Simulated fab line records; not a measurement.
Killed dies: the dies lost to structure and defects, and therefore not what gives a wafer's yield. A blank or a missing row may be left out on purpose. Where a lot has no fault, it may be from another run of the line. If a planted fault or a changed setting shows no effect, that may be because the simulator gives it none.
A lot that was struck, set against a sound lot || flow gf180mcu || 21 out of 602 route steps
Sound: these wafers, L786.3, L786.5, L786.6. The struck wafers were L796.1, L796.3, L796.5. At the end, the cause is stated.
Per side, at each step with rows, come the tool, then ch with its chambers, and then its first start. Under that, the readings that differ: sound wafers || struck wafers || difference of the means || sigmas: that difference in standard deviations of wafers without a fault.
alike: readings whose means differ by less than 2 such deviations, and words and numbers that are the same on both sides. not compared: withheld readings, readings that some wafer has no value for, bounds like >300 that may hide the same value, and numbers for which the record gives no deviation and whose values overlap.
Wherever a step has rows on one side only, a row that says differs or no value, or a row with sigmas, the two part there. Numbers that have no deviation but don't overlap get no sigmas and don't part them. A reading missing from all wafers of one side parts the sides only when that side holds two or more wafers.

first, 2 steps without rows for these wafers: GF_M5_CLEAN_13 (cleans in DIW); GF_V5_CVD_00 (deposits SiO2, target thk 300 nm, time 50 s).
GF_V5_THK_MEAS_01:
  sound: film metro-02 at day 26 07:20; struck: film metro-02 at day 29 17:34
  alike: V5_CVD_00_THK
GF_V5_CVD_02: deposits SiO2 from TEOS, target thk 1450 nm, time 163.28 s.
  sound on pecvd-03 ch 0,2, day 26 07:23; struck on pecvd-01 ch 0,2, day 29 17:38
  alike: heater power w
GF_V5_THK_MEAS_03:
  sound: film metro-02 at day 26 07:30; struck: film metro-04 at day 29 17:44
  alike: V5_CVD_02_THK
GF_V5_CMP_04: polishes SiO2.
  sound on cmp-02 ch 0,3, day 26 07:35; struck on cmp-01 ch 0,2,3, day 29 17:53
  alike: head pressure psi, motor current A, platen rpm, slurry filter dp kPa
GF_V5_BOW_MEAS_05:
  sound: film metro-03 at day 26 07:53; struck: film metro-02 at day 29 18:05
  alike: V5_BOW
then, 5 steps without rows for these wafers: GF_V5_DEHYDRATE_06 (time 60 s); GF_V5_HMDS_07 (prime time 60 s); GF_V5_COAT_08; GF_V5_COAT_09 (resist thk 1000 nm); GF_V5_SOFTBAKE_10 (time 60 s).
GF_V5_EXPOSE_11: exposes mask Via5, target cd 260 nm.
  sound on krf scanner-01 ch 0, day 26 18:40; struck on krf scanner-01 ch 0, day 30 01:56
{"reading": "exposure dose mJ cm2", "sound": "38.02 37.99 37.98", "struck": "38.52 38.50 38.47", "difference": "+0.50", "sigmas": "+12"}
  alike: mask
then, 2 steps without rows for these wafers: GF_V5_PEB_12 (peb time 90 s); GF_V5_DEVELOP_13 (develop time 60 s).
GF_V5_CD_MEAS_14: target cd 260 nm.
  sound: cd sem-01 at day 27 04:26; struck: cd sem-01 at day 30 12:02
  alike: cd nm
GF_V5_OVL_MEAS_15:
  sound: overlay-01 at day 27 04:32; struck: overlay-02 at day 30 12:10
  alike: V5_OVL
GF_V5_ETCH_16: etches BARC in N2/H2.
  sound on rie diel-01 ch 0,2,3, day 27 04:33; struck on rie diel-04 ch 0,1,3, day 30 12:12
  alike: chamber pressure mTorr, drypump motor current A, oes product au, throttle valve pct
  not compared: model.V5.cd nm
GF_V5_ETCH_17: etches SiO2 in C4F8/O2/Ar, stops on TiN, target depth 855 nm.
  sound: rie diel-01 ch 0,2,3; struck: rie diel-04 ch 0,1,3
  alike: chamber pressure mTorr, oes product au
  not compared: model.V5.cd nm
GF_V5_STRIP_18: strips in O2/N2.
  sound on plasma asher-04 ch 0,1, day 27 04:44; struck on plasma asher-01 ch 0,1, day 30 12:21
  alike: chamber pressure mTorr, drypump motor current A, heater power w, oes product au
  not compared: rf hours counter h
next, for these wafers, 1 step has no rows: GF_PASSIVATION_PROBE_99.

## WHERE THEY PART
GF_V5_EXPOSE_11 only, going by this record. Later steps at which nothing parts them and some readings are alike: GF_V5_CD_MEAS_14, GF_V5_OVL_MEAS_15, GF_V5_ETCH_16, GF_V5_ETCH_17, GF_V5_STRIP_18.

WHY: what had been put in by the simulator
Process parameter drift: krf scanner-01, from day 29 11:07 on, at GF_V5_EXPOSE_11. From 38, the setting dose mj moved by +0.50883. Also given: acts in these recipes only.
